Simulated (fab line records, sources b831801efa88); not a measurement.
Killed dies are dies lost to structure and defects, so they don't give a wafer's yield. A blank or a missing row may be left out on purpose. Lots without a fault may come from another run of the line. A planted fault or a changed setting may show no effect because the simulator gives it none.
One fault seen from 2 desks | flow sky130 | each desk has only its own numbers; what lay behind them comes last

THE METROLOGY DESK
What the gauges read, lot by lot, whatever tool the lot ran on: means of the sampled wafers that have a number. A lot is out of limits, marked OUT, if its mean lies more than 4 standard deviations from the usual mean; the brackets give that distance.
Columns: A = METAL1_ALCU_RS at SKY_METAL1_RS_MEAS_05, usual 0.1263 ohm/sq; B = METAL1_ALCU_THK at SKY_METAL1_THK_MEAS_06, usual 256.5 nm; C = cd_nm at SKY_METAL1_CD_MEAS_15, usual 140.2 nm; D = METAL1_OVL at SKY_METAL1_OVL_MEAS_16, usual -7 nm
lot  | first seen here | A      | B     | C     | D
L566 | day 31 22:49    | 0.1271 | 252.5 | 138.5 | -5
L571 | day 34 15:06    | 0.1269 | 256.6 | 140.1 | -17
L577 | day 35 20:29    | 0.1254 | 258.1 | 138.1 | -6
L582 | day 37 16:05    | 0.1256 | 259.3 | 137.7 | -10
L586 | day 38 13:08    | 0.1272 | 253.4 | 138.8 | -8
L587 | day 38 16:21    | 0.1274 | 252.1 | 141.5 | -1
This desk's finding: nothing out of limits on any of the 6 lots.

THE TOOL OWNER'S DESK: litho_track-01
The tool's own readings at SKY_METAL1_SOFTBAKE_11 (time 90 s): means of the sampled wafers that have a number, for each lot that ran on this tool. A lot is out of limits, marked OUT, if its mean lies more than 4 standard deviations from the usual mean; the brackets give that distance.
Columns: A = heater_power_total_W at SKY_METAL1_SOFTBAKE_11, usual 57.37 W; B = plate_temp_C at SKY_METAL1_SOFTBAKE_11, usual 100.01 C
lot  | first seen here | A               | B
L571 | day 35 05:00    | 57.41           | 100.11
L582 | day 38 04:00    | 61.08 (+31) OUT | 104.64 (+36) OUT
L586 | day 39 02:00    | 60.89 (+29) OUT | 104.68 (+36) OUT
This desk's finding: out of limits on L582, L586; first on L582, day 38 04:00 (heater_power_total_W at SKY_METAL1_SOFTBAKE_11). In limits: L571.

PUT TOGETHER
The tool owner's desk could have raised an alarm at day 38 04:00, on L582, L586.
The metrology desk saw nothing out of limits.
The metrology desk has L582, L586 on record, within its limits.
Of the lots named, all ran SKY_METAL1_SOFTBAKE_11 on litho_track-01.

WHAT THE SIMULATOR HAD PUT IN
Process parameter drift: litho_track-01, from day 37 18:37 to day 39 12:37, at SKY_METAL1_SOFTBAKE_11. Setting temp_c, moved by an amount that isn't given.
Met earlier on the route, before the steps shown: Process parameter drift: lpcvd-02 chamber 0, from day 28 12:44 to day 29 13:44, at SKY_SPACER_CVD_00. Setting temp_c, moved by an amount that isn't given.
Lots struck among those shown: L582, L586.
Hours from the fault's start to each desk's first reading out of limits: the tool owner's desk, 9.
